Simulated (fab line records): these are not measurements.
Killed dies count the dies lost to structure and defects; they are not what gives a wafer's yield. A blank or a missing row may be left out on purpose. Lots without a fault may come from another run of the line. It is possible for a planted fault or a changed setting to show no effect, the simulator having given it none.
fab line records | flow sky130
[record] lots = 24 wafers = 72 last_day = 50
route steps=708 shown LOCAL_INTERCONNECT@387 CONTACT@411 VIA1@459 METAL2@483 VIA2@528
lots with no fault: from the same line, run without faults
start_h: hours from the record's opening day to when the first of the lot's shown wafers began | wait_h: time in hours since the lot's previous step | " same as the row above | L1.1+2: one row covering several wafers at once | - value missing, or start not given | * or withheld: withheld | < > ~ a bound
route shown NAME@n: NAME is a module with steps in the file, n the number in the route of the first one | usual: mean/standard deviation taken from wafers without a fault | same: alike in all rows | chamber/n: place in a boat | sites: the reading at each site | _std_site: the values' standard deviation | _edge_site: mean of outer sites minus mean of inner sites | radius_mm: for every site, how far away it sits from the centre of the wafer | mask NAME#n: copy n | behind: the tool/chamber that last shaped the wafer | hold: why the lot went on hold/how many hours it stayed there/how the hold came to an end | device: whichever transistor did not switch (one of n, p or np) | end of line: at the end of the route, the tests of the same wafers | a step without rows: its recipe alone | killed: the dies lost at the first sort to structure and to defects; this is not the yield of the wafer | map: dies across one wafer; x = killed, . = not, _ = none there
set.NAME: setting as actually run; set.NAME@STEP: the setting as run at that earlier step | model.NAME: the simulator's own value behind a step, which no gauge read
one table for each step of the route and one row for each wafer, over a sample of lots
services: the hour from which a tool's chamber was out of use, counted from the record's first day as start_h (under 0 if before that day), plus the number of hours and why
[[steps]]
[step SKY_LOCAL_INTERCONNECT_SPUTTER_00]
[recipe] material = TiN target_thk_nm = 100 temp_c = 300 power_w = 6500 time_s = 83.3 chamber_pressure_pa = 0.4
[usual] cathode_dc_power_W = 6499.9/1.2 throttle_valve_pct = 30.0/0.92
// columns lot.wafer tool chamber start_h wait_h cathode_dc_power_W throttle_valve_pct
L074.2 pvd_sputter-04 - 692.10 0.1 6501.7 31.1
L074.4 " - " " 6497.9 27.9
L074.6 " - " " 6500.9 30.2
L075.1 pvd_sputter-02 - 692.85 0.2 6499.9 29.2
L075.3 " - " " 6500.9 30.4
L075.4 " - " " 6500.5 30.5
L076.2 pvd_sputter-01 - 699.05 0.1 6500.2 30.4
L076.3 " - " " 6499.9 31.4
L076.4 " - " " 6500.4 30.7
L078.1 pvd_sputter-04 - 719.54 0.1 6498.4 30.2
L078.5 " - " " 6498.7 30.0
L078.6 " - " " 6498.3 31.0
L077.2 pvd_sputter-02 - 720.50 0.1 6498.1 29.8
L077.3 " - " " 6497.7 29.2
L077.5 " - " " 6500.3 29.2
L080.1 pvd_sputter-02 - 729.17 0.1 6500.9 30.1
L080.4 " - " " 6499.2 30.1
L080.6 " - " " 6499.7 30.0
L079.2 pvd_sputter-04 - 730.32 0.1 6500.4 31.1
L079.3 " - " " 6501.4 30.4
L079.5 " - " " 6499.6 30.0
L081.2 pvd_sputter-02 - 739.40 0.1 6498.5 29.9
L081.3 " - " " 6501.5 29.2
L081.6 " - " " 6500.4 30.3
L082.2 pvd_sputter-04 - 741.20 0.2 6499.4 30.1
L082.4 " - " " 6501.1 28.1
L082.5 " - " " 6499.7 31.0
L083.4 pvd_sputter-04 - 752.40 0.1 6499.4 31.0
L083.5 " - " " 6499.8 28.2
L083.6 " - " " 6499.8 30.9
L084.3 pvd_sputter-04 - 757.31 0.1 6499.4 31.3
L084.4 " - " " 6499.8 28.1
L084.5 " - " " 6498.3 28.1
L085.1 pvd_sputter-02 - 766.37 0.2 6497.4 30.4
L085.4 " - " " 6500.7 30.0
L085.5 " - " " 6498.8 30.4
L087.1 pvd_sputter-01 - 774.65 0.2 6500.6 30.7
L087.2 " - " " 6499.9 31.2
L087.4 " - " " 6501.5 30.3
L086.4 pvd_sputter-04 - 775.08 0.2 6501.0 31.2
L086.5 " - " " 6500.1 27.8
L086.6 " - " " 6501.2 30.8
L088.1 pvd_sputter-01 - 778.65 0.1 6499.3 29.9
L088.5 " - " " 6499.5 30.2
L088.6 " - " " 6498.1 30.4
L089.1 pvd_sputter-04 - 783.15 0.1 6502.4 30.1
L089.4 " - " " 6498.8 28.0
L089.5 " - " " 6500.5 30.1
L090.1 pvd_sputter-02 - 795.01 0.1 6501.4 29.3
L090.4 " - " " 6497.6 30.6
L090.5 " - " " 6500.4 30.6
L091.2 pvd_sputter-04 - 818.58 0.2 6500.3 28.0
L091.3 " - " " 6500.7 30.0
L091.5 " - " " 6499.9 30.7
L092.1 pvd_sputter-02 - 820.44 0.2 6501.5 29.3
L092.2 " - " " 6502.5 30.4
L092.4 " - " " 6501.0 30.4
L093.3 pvd_sputter-04 - 827.35 0.1 6498.9 31.0
L093.4 " - " " 6500.2 30.2
L093.6 " - " " 6499.7 30.9
L094.1 pvd_sputter-02 - 827.42 0.1 6502.1 29.2
L094.4 " - " " 6500.2 30.4
L094.5 " - " " 6501.5 30.2
L095.1 pvd_sputter-01 - 844.47 0.2 6499.4 30.2
L095.5 " - " " 6501.7 30.1
L095.6 " - " " 6498.1 31.1
L096.2 pvd_sputter-02 - 847.32 0.2 6499.9 29.7
L096.3 " - " " 6498.4 30.2
L096.6 " - " " 6499.9 28.8
L097.1 pvd_sputter-04 - 849.05 0.1 6500.3 30.9
L097.4 " - " " 6499.1 31.0
L097.6 " - " " 6499.6 30.1
[step SKY_CONTACT_BOW_MEAS_05]
[recipe] mode = bow
[usual] CONTACT_BOW = 84/7.2
// columns lot.wafer tool chamber start_h wait_h CONTACT_BOW[um]
L074.2 film_metro-03 - 721.55 0.3 83
L074.4 " - " " 87
L074.6 " - " " 70
L075.1 film_metro-03 - 722.22 0.2 93
L075.3 " - " " 93
L075.4 " - " " 97
L076.2 film_metro-02 - 727.28 0.3 92
L076.3 " - " " 92
L076.4 " - " " 89
L078.1 film_metro-03 - 748.23 0.1 86
L078.5 " - " " 80
L078.6 " - " " 82
L077.2 film_metro-04 - 750.08 0.2 78
L077.3 " - " " 77
L077.5 " - " " 80
L080.1 film_metro-03 - 757.01 0.2 87
L080.4 " - " " 81
L080.6 " - " " 71
L079.2 film_metro-04 - 758.68 0.2 86
L079.3 " - " " 98
L079.5 " - " " 79
L081.2 film_metro-03 - 766.65 0.3 82
L081.3 " - " " 82
L081.6 " - " " 86
L082.2 film_metro-02 - 768.00 0.1 74
L082.4 " - " " 84
L082.5 " - " " 88
L083.4 film_metro-03 - 780.74 0.3 76
L083.5 " - " " 84
L083.6 " - " " 83
L084.3 film_metro-02 - 785.29 0.3 79
L084.4 " - " " 91
L084.5 " - " " 79
L085.1 film_metro-02 - 794.71 0.2 84
L085.4 " - " " 89
L085.5 " - " " 76
L087.1 film_metro-04 - 803.26 0.1 96
L087.2 " - " " 93
L087.4 " - " " 93
L086.4 film_metro-03 - 803.58 0.2 75
L086.5 " - " " 81
L086.6 " - " " 75
L088.1 film_metro-03 - 806.40 0.2 87
L088.5 " - " " 87
L088.6 " - " " 79
L089.1 film_metro-02 - 811.47 0.2 87
L089.4 " - " " 91
L089.5 " - " " 102
L090.1 film_metro-03 - 823.69 0.1 81
L090.4 " - " " 91
L090.5 " - " " 83
L091.2 film_metro-04 - 845.40 0.2 78
L091.3 " - " " 90
L091.5 " - " " 88
L092.1 film_metro-03 - 847.31 0.2 91
L092.2 " - " " 74
L092.4 " - " " 89
L093.3 film_metro-03 - 855.00 0.2 80
L093.4 " - " " 80
L093.6 " - " " 92
L094.1 film_metro-04 - 855.19 0.1 81
L094.4 " - " " 92
L094.5 " - " " 79
L095.1 film_metro-02 - 872.32 0.1 83
L095.5 " - " " 98
L095.6 " - " " 87
L096.2 film_metro-03 - 875.04 0.2 82
L096.3 " - " " 78
L096.6 " - " " 72
L097.1 film_metro-02 - 876.49 0.1 97
L097.4 " - " " 72
L097.6 " - " " 83
[step SKY_VIA1_THK_MEAS_01]
[recipe] reads = SiO2_of_VIA1_HDPCVD_00
[usual] VIA1_HDPCVD_THK = 1035/13
// columns lot.wafer tool chamber start_h wait_h VIA1_HDPCVD_THK[nm]
L074.2 film_metro-03 - 778.94 0.1 1030
L074.4 " - " " 1044
L074.6 " - " " 1028
L075.1 film_metro-01 - 779.39 0.1 1021
L075.3 " - " " 1037
L075.4 " - " " 1021
L076.2 film_metro-01 - 783.15 0.1 1044
L076.3 " - " " 1053
L076.4 " - " " 1055
L078.1 film_metro-02 - 804.73 0.1 1018
L078.5 " - " " 1001
L078.6 " - " " 1019
L077.2 film_metro-02 - 806.16 0.1 1028
L077.3 " - " " 1037
L077.5 " - " " 1026
L080.1 film_metro-03 - 813.57 0.1 1012
L080.4 " - " " 1010
L080.6 " - " " 1021
L079.2 film_metro-02 - 815.23 0.1 1025
L079.3 " - " " 1022
L079.5 " - " " 1039
L081.2 film_metro-02 - 823.04 0.1 1028
L081.3 " - " " 1045
L081.6 " - " " 1014
L082.2 film_metro-03 - 823.92 0.1 1037
L082.4 " - " " 1041
L082.5 " - " " 1072
L083.4 film_metro-01 - 837.10 0.0 1020
L083.5 " - " " 1043
L083.6 " - " " 1023
L084.3 film_metro-02 - 840.57 0.1 1035
L084.4 " - " " 1033
L084.5 " - " " 1044
L085.1 film_metro-01 - 849.68 0.1 1058
L085.4 " - " " 1055
L085.5 " - " " 1036
L087.1 film_metro-02 - 856.95 0.1 1034
L087.2 " - " " 1023
L087.4 " - " " 1041
L086.4 film_metro-01 - 858.45 0.0 1035
L086.5 " - " " 1034
L086.6 " - " " 1022
L088.1 film_metro-03 - 860.44 0.1 1028
L088.5 " - " " 1016
L088.6 " - " " 1021
L089.1 film_metro-03 - 866.51 0.1 1029
L089.4 " - " " 1029
L089.5 " - " " 1036
L090.1 film_metro-01 - 877.79 0.1 1040
L090.4 " - " " 1049
L090.5 " - " " 1039
L091.2 film_metro-03 - 899.90 0.1 1046
L091.3 " - " " 1053
L091.5 " - " " 1048
L092.1 film_metro-02 - 900.90 0.1 1043
L092.2 " - " " 1033
L092.4 " - " " 1041
L093.3 film_metro-03 - 909.51 0.1 1057
L093.4 " - " " 1046
L093.6 " - " " 1055
L094.1 film_metro-01 - 910.77 0.1 1036
L094.4 " - " " 1057
L094.5 " - " " 1042
L095.1 film_metro-03 - 925.58 0.1 1035
L095.5 " - " " 1060
L095.6 " - " " 1044
L096.2 film_metro-01 - 928.02 0.1 1035
L096.3 " - " " 1061
L096.6 " - " " 1030
L097.1 film_metro-01 - 929.21 0.1 1033
L097.4 " - " " 1053
L097.6 " - " " 1021
[step SKY_METAL2_SPUTTER_00]
[recipe] material = Ti target_thk_nm = 15 power_w = 3000 time_s = 10 chamber_pressure_pa = 0.4
[usual] cathode_dc_power_W = 3000.0/0.5 throttle_valve_pct = 30.1/0.98
// columns lot.wafer tool chamber start_h wait_h cathode_dc_power_W throttle_valve_pct
L074.2 pvd_sputter-04 - 808.05 0.1 3001.3 30.0
L074.4 " - " " 2999.1 31.1
L074.6 " - " " 3000.2 30.0
L075.1 pvd_sputter-01 - 808.21 0.2 2999.3 31.3
L075.3 " - " " 2999.6 30.2
L075.4 " - " " 2999.7 30.6
L076.2 pvd_sputter-01 - 811.22 0.2 3000.1 30.0
L076.3 " - " " 3000.1 30.4
L076.4 " - " " 3000.2 30.1
L078.1 pvd_sputter-04 - 831.98 0.1 3000.3 30.3
L078.5 " - " " 3000.7 30.0
L078.6 " - " " 3000.0 27.9
L077.2 pvd_sputter-02 - 833.50 0.1 3000.6 29.9
L077.3 " - " " 2999.8 30.1
L077.5 " - " " 3000.0 30.4
L080.1 pvd_sputter-01 - 841.52 0.2 2999.8 29.9
L080.4 " - " " 2999.8 31.2
L080.6 " - " " 3000.7 29.8
L079.2 pvd_sputter-04 - 842.99 0.2 3000.3 29.9
L079.3 " - " " 2999.6 28.1
L079.5 " - " " 3000.0 30.3
L081.2 pvd_sputter-04 - 849.76 0.2 3000.6 30.2
L081.3 " - " " 2999.4 31.0
L081.6 " - " " 3000.4 31.4
L082.2 pvd_sputter-04 - 852.61 0.2 2999.8 29.8
L082.4 " - " " 2999.5 30.3
L082.5 " - " " 2999.7 28.2
L083.4 pvd_sputter-02 - 865.05 0.1 3000.0 30.2
L083.5 " - " " 2999.8 29.5
L083.6 " - " " 3000.1 29.3
L084.3 pvd_sputter-04 - 867.44 0.1 3000.4 31.1
L084.4 " - " " 3000.4 27.9
L084.5 " - " " 2999.7 30.8
L085.1 pvd_sputter-01 - 877.35 0.1 2999.6 31.4
L085.4 " - " " 3000.1 30.6
L085.5 " - " " 2999.2 31.2
L087.1 pvd_sputter-02 - 884.50 0.2 2998.8 30.5
L087.2 " - " " 3000.4 29.5
L087.4 " - " " 2999.6 30.3
L086.4 pvd_sputter-04 - 886.00 0.2 2999.4 30.3
L086.5 " - " " 3000.0 28.1
L086.6 " - " " 3000.1 30.9
L088.1 pvd_sputter-01 - 888.63 0.1 3000.6 30.1
L088.5 " - " " 2999.8 30.4
L088.6 " - " " 3000.4 31.1
L089.1 pvd_sputter-01 - 893.89 0.2 3000.6 30.4
L089.4 " - " " 2999.3 30.2
L089.5 " - " " 3000.3 30.0
L090.1 pvd_sputter-04 - 905.68 0.1 2999.3 30.9
L090.4 " - " " 3000.0 28.2
L090.5 " - " " 2999.4 30.7
L091.2 pvd_sputter-04 - 926.55 0.1 2999.1 31.2
L091.3 " - " " 3000.7 30.4
L091.5 " - " " 3000.5 30.9
L092.1 pvd_sputter-04 - 927.99 0.1 2999.0 30.5
L092.2 " - " " 3000.1 27.9
L092.4 " - " " 3000.4 30.3
L093.3 pvd_sputter-04 - 935.85 0.2 3000.4 30.2
L093.4 " - " " 3000.7 31.3
L093.6 " - " " 2999.8 30.2
L094.1 pvd_sputter-02 - 937.65 0.1 3000.3 29.8
L094.4 " - " " 2999.6 30.2
L094.5 " - " " 3000.1 29.0
L095.1 pvd_sputter-04 - 951.68 0.2 3000.5 31.1
L095.5 " - " " 3000.3 31.1
L095.6 " - " " 2999.2 30.8
L096.2 pvd_sputter-01 - 954.47 0.1 2999.6 31.4
L096.3 " - " " 2999.3 30.5
L096.6 " - " " 2999.7 31.0
L097.1 pvd_sputter-04 - 955.17 0.2 2999.2 30.9
L097.4 " - " " 3000.6 28.2
L097.6 " - " " 2999.6 30.7
[step SKY_METAL2_DESCUM_17]
[recipe] chemistry = O2 source_power_w = 150 bias_power_w = 0 pressure_mtorr = 10 temp_c = 40 time_s = 8
[usual] chamber_pressure_mTorr = 10.001/0.0078 drypump_motor_current_A = 5.8/0.33 oes_product_au = 1.000/0.01
// columns lot.wafer tool chamber start_h wait_h chamber_pressure_mTorr drypump_motor_current_A oes_product_au rf_hours_counter_h
L074.2 rie_metal-02 0 833.81 0.0 9.996 6.3 0.995 -
L074.4 " 0 " " 10.015 6.3 1.000 -
L074.6 " 0 " " 10.010 6.3 1.000 -
L075.1 rie_metal-04 1 834.80 0.0 10.012 5.5 0.987 11
L075.3 " 0 " " 10.009 5.7 0.988 -
L075.4 " 1 " " 10.005 5.5 0.988 -
L076.2 rie_metal-02 0 836.31 0.0 10.003 6.3 1.003 -
L076.3 " 0 " " 10.010 6.3 1.004 -
L076.4 " 0 " " 9.991 6.3 0.995 -
L078.1 rie_metal-02 0 858.23 0.0 10.010 6.3 1.012 4
L078.5 " 1 " " 9.998 5.3 1.018 -
L078.6 " 0 " " 10.008 6.3 1.005 -
L077.2 rie_metal-04 0 859.35 0.0 10.011 5.7 0.986 11
L077.3 " 1 " " 9.998 5.6 1.002 -
L077.5 " 1 " " 10.002 5.5 0.989 -
L080.1 rie_metal-04 1 867.93 0.0 9.995 5.5 0.993 13
L080.4 " 0 " " 10.001 5.7 0.987 -
L080.6 " 1 " " 10.004 5.6 0.999 -
L079.2 rie_metal-03 0 869.20 0.0 9.988 5.7 1.006 8
L079.3 " 0 " " 9.997 5.7 1.008 -
L079.5 " 0 " " 9.997 5.7 1.011 -
L081.2 rie_metal-04 1 875.78 0.0 10.005 5.5 1.000 13
L081.3 " 1 " " 10.005 5.5 0.984 -
L081.6 " 1 " " 10.008 5.5 0.995 -
L082.2 rie_metal-04 1 879.05 0.0 9.987 5.5 1.005 14
L082.4 " 1 " " 10.000 5.5 0.986 -
L082.5 " 1 " " 9.989 5.5 0.992 -
L083.4 rie_metal-03 0 890.52 0.0 10.006 5.7 1.010 -
L083.5 " 1 " " 10.012 5.9 1.022 -
L083.6 " 0 " " 10.006 5.7 1.023 -
L084.3 rie_metal-04 1 893.34 0.0 10.005 5.5 0.992 -
L084.4 " 0 " " 9.998 5.7 0.986 -
L084.5 " 1 " " 9.997 5.5 0.995 -
L085.1 rie_metal-02 0 903.35 0.0 10.001 6.3 0.994 6
L085.4 " 0 " " 9.986 6.3 1.004 -
L085.5 " 0 " " 9.997 6.3 0.998 -
L087.1 rie_metal-02 0 910.23 0.0 10.000 6.3 0.995 6
L087.2 " 0 " " 9.991 6.3 1.001 -
L087.4 " 0 " " 10.001 6.3 1.000 -
L086.4 rie_metal-04 0 911.57 0.0 9.992 5.7 1.001 -
L086.5 " 1 " " 9.997 5.5 1.001 -
L086.6 " 0 " " 9.997 5.7 1.003 -
L088.1 rie_metal-03 0 914.48 0.0 10.010 5.7 1.010 10
L088.5 " 1 " " 9.982 5.9 1.016 -
L088.6 " 0 " " 10.004 5.7 1.017 -
L089.1 rie_metal-04 0 919.80 0.0 10.007 5.7 1.010 13
L089.4 " 1 " " 10.013 5.5 1.000 -
L089.5 " 0 " " 10.002 5.7 1.005 -
L090.1 rie_metal-04 1 930.56 0.0 9.987 5.5 1.001 16
L090.4 " 0 " " 10.004 5.7 0.997 -
L090.5 " 1 " " 10.004 5.5 0.995 -
L091.2 rie_metal-02 0 951.13 0.0 9.995 6.3 1.003 9
L091.3 " 1 " " 9.979 5.3 0.974 -
L091.5 " 0 " " 10.005 6.3 1.011 -
L092.1 rie_metal-02 1 952.95 0.0 10.011 5.3 0.994 1
L092.2 " 0 " " 9.995 6.3 0.991 9
L092.4 " 1 " " 10.006 5.3 0.986 -
L093.3 rie_metal-04 0 960.25 0.0 10.013 5.7 1.002 -
L093.4 " 0 " " 10.003 5.7 1.005 -
L093.6 " 0 " " 10.008 5.7 1.011 -
L094.1 rie_metal-02 1 961.35 0.0 10.003 5.3 0.994 2
L094.4 " 0 " " 10.000 6.3 1.004 -
L094.5 " 0 " " 9.981 6.3 1.008 -
L095.1 rie_metal-02 0 975.93 0.0 10.021 6.3 1.005 10
L095.5 " 0 " " 9.991 6.3 1.013 -
L095.6 " 1 " " 9.998 5.3 0.997 -
L096.2 rie_metal-03 0 978.88 0.0 10.004 5.6 0.992 13
L096.3 " 1 " " 9.996 5.9 1.011 -
L096.6 " 1 " " 10.000 5.8 1.012 -
L097.1 rie_metal-03 0 979.53 0.0 10.004 5.7 0.998 13
L097.4 " 1 " " 10.001 5.9 1.017 -
L097.6 " 1 " " 10.003 5.9 1.010 -
[step SKY_VIA2_CVD_21]
[recipe] material = W target_thk_nm = 420 time_s = 126.4 temp_c = 400 pressure_torr = 40
[usual] heater_power_w = 843/53
// columns lot.wafer tool chamber start_h wait_h heater_power_w
L074.2 cvd_w-02 1 862.20 0.0 929
L074.4 " 1 " " 938
L074.6 " 0 " " 885
L075.1 cvd_w-02 1 863.20 0.0 924
L075.3 " 0 " " 884
L075.4 " 1 " " 913
L076.2 cvd_w-02 1 864.87 0.0 948
L076.3 " 1 " " 907
L076.4 " 0 " " 874
L078.1 cvd_w-02 0 886.71 0.0 880
L078.5 " 1 " " 943
L078.6 " 0 " " 871
L077.2 cvd_w-01 0 887.61 0.0 781
L077.3 " 0 " " 783
L077.5 " 0 " " 756
L080.1 cvd_w-02 1 895.46 0.0 948
L080.4 " 0 " " 909
L080.6 " 0 " " 891
L079.2 cvd_w-01 1 896.71 0.0 830
L079.3 " 1 " " 859
L079.5 " 1 " " 839
L081.2 cvd_w-01 0 903.69 0.0 770
L081.3 " 0 " " 752
L081.6 " 1 " " 834
L082.2 cvd_w-01 1 907.05 0.0 825
L082.4 " 1 " " 847
L082.5 " 0 " " 753
L083.4 cvd_w-01 1 917.81 0.1 836
L083.5 " 1 " " 833
L083.6 " 0 " " 788
L084.3 cvd_w-02 1 920.69 0.1 862
L084.4 " 0 " " 837
L084.5 " 1 " " 877
L085.1 cvd_w-02 0 929.87 0.0 845
L085.4 " 1 " " 853
L085.5 " 0 " " 828
L087.1 cvd_w-01 1 937.49 0.0 812
L087.2 " 0 " " 748
L087.4 " 0 " " 764
L086.4 cvd_w-02 1 939.41 0.1 867
L086.5 " 0 " " 852
L086.6 " 1 " " 865
L088.1 cvd_w-01 1 940.49 0.0 850
L088.5 " 1 " " 855
L088.6 " 0 " " 777
L089.1 cvd_w-01 0 946.21 0.0 772
L089.4 " 1 " " 839
L089.5 " 0 " " 782
L090.1 cvd_w-01 0 957.14 0.0 768
L090.4 " 0 " " 780
L090.5 " 0 " " 776
L091.2 cvd_w-02 0 978.21 0.0 849
L091.3 " 0 " " 825
L091.5 " 1 " " 895
L092.1 cvd_w-01 0 979.55 0.0 792
L092.2 " 1 " " 863
L092.4 " 0 " " 765
L093.3 cvd_w-02 0 986.51 0.1 863
L093.4 " 1 " " 876
L093.6 " 1 " " 883
L094.1 cvd_w-02 0 988.25 0.0 835
L094.4 " 1 " " 890
L094.5 " 0 " " 869
L095.1 cvd_w-02 1 1001.51 0.0 879
L095.5 " 1 " " 880
L095.6 " 0 " " 836
L096.2 cvd_w-01 0 1006.70 0.0 776
L096.3 " 1 " " 838
L096.6 " 1 " " 837
L097.1 cvd_w-02 0 1006.91 0.0 845
L097.4 " 0 " " 868
L097.6 " 0 " " 859
[[services]]
// columns tool chamber start_h hours kind
pvd_sputter-02 - 672.13 4.5 repair
rie_metal-02 - 681.15 2.8 pm
rie_metal-02 - 706.81 0.4 repair
rie_metal-04 - 720.93 0.9 repair
pvd_sputter-01 - 734.27 2.1 repair
rie_metal-02 - 736.51 0.2 repair
cvd_w-01 - 770.46 1.0 repair
pvd_sputter-01 - 781.32 3.5 repair
cvd_w-02 - 801.28 1.2 repair
pvd_sputter-04 - 811.55 4.1 repair
rie_metal-02 0 817.11 12.6 repair
pvd_sputter-01 - 818.41 4.4 repair
rie_metal-02 1 829.55 22.2 repair
cvd_w-02 0 829.83 5.5 repair
pvd_sputter-01 - 896.56 1.6 repair
cvd_w-02 - 904.00 14.0 pm
pvd_sputter-01 - 913.08 15.4 repair
pvd_sputter-01 - 937.92 5.3 repair
pvd_sputter-02 - 949.04 2.1 repair
rie_metal-04 1 952.12 10.9 repair
pvd_sputter-02 - 953.54 2.9 repair
cvd_w-01 1 956.68 3.5 repair
rie_metal-04 - 979.42 0.7 repair
rie_metal-04 - 999.97 2.6 repair
[[key]]
fault none
